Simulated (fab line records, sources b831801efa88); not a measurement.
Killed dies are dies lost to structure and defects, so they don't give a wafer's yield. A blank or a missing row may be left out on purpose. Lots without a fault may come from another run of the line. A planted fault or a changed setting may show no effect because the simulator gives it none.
One fault seen from 2 desks | flow sky130 | each desk has only its own numbers; what lay behind them comes last

THE TOOL OWNER'S DESK: litho_track-03
The tool's own readings at SKY_SD_N_DEVELOP_06 (develop time 60 s): means of the sampled wafers that have a number, for each lot that ran on this tool. A lot is out of limits, marked OUT, if its mean lies more than 4 standard deviations from the usual mean; the brackets give that distance.
Columns: A = developer_temp_C at SKY_SD_N_DEVELOP_06, usual 23.02 C
lot  | first seen here | A
L504 | day 28 16:53    | 22.95
L505 | day 29 03:26    | 23.15
L506 | day 29 15:56    | 23.13
L507 | day 30 15:35    | 23.10
L510 | day 31 03:10    | 22.99
L513 | day 32 00:16    | 22.82
L520 | day 34 00:41    | 20.75 (-21) OUT
L521 | day 34 05:29    | 20.84 (-20) OUT
This desk's finding: out of limits on L520, L521; first on L520, day 34 00:41 (developer_temp_C at SKY_SD_N_DEVELOP_06). In limits: L504, L505, L506, L507, L510, L513.

THE METROLOGY DESK
What the gauges read, lot by lot, whatever tool the lot ran on: means of the sampled wafers that have a number. A lot is out of limits, marked OUT, if its mean lies more than 4 standard deviations from the usual mean; the brackets give that distance.
Columns: A = VT_ADJUST_PCH_TW at SKY_VT_ADJUST_PCH_TW_MEAS_10, usual 144.7; B = cd_nm at SKY_SD_N_CD_MEAS_07, usual 380.2 nm; C = LI_CONTACT_BOW at SKY_LI_CONTACT_BOW_MEAS_03, usual 56 um; D = CONTACT_HDPCVD_THK at SKY_CONTACT_THK_MEAS_03, usual 564 nm
lot  | first seen here | A     | B     | C  | D
L501 | day 10 05:33    | 144.7 | 379.9 | 58 | 555
L504 | day 11 04:56    | 145.0 | 382.3 | 53 | 568
L505 | day 11 15:55    | 144.4 | 378.3 | 51 | 556
L506 | day 12 00:38    | 143.7 | 377.5 | 69 | 561
L507 | day 12 08:43    | 145.1 | 380.8 | 49 | 556
L508 | day 12 19:28    | 143.8 | 381.3 | 55 | 570
L509 | day 13 00:37    | 144.8 | 382.1 | 54 | 563
L510 | day 13 13:24    | 144.0 | 378.5 | 49 | 566
L511 | day 13 17:25    | 144.8 | 381.0 | 59 | 562
L512 | day 13 22:23    | 144.9 | 382.8 | 55 | 562
L513 | day 14 07:06    | 144.6 | 379.8 | 54 | 568
L520 | day 16 07:53    | 144.4 | 386.3 | 52 | 564
L521 | day 16 14:28    | 145.4 | 385.9 | 58 | 561
L524 | day 17 19:48    | 144.3 | 380.1 | 57 | 562
This desk's finding: nothing out of limits on any of the 14 lots.

PUT TOGETHER
The tool owner's desk could have raised an alarm at day 34 00:41, on L520, L521.
The metrology desk saw nothing out of limits.
The metrology desk has L520, L521 on record, within its limits.
Of the lots named, all ran SKY_SD_N_DEVELOP_06 on litho_track-03.

WHAT THE SIMULATOR HAD PUT IN
Process parameter drift: litho_track-03, from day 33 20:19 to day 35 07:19, at SKY_SD_N_DEVELOP_06. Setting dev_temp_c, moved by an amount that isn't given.
Lots struck among those shown: L520, L521.
Hours from the fault's start to each desk's first reading out of limits: the tool owner's desk, 4.
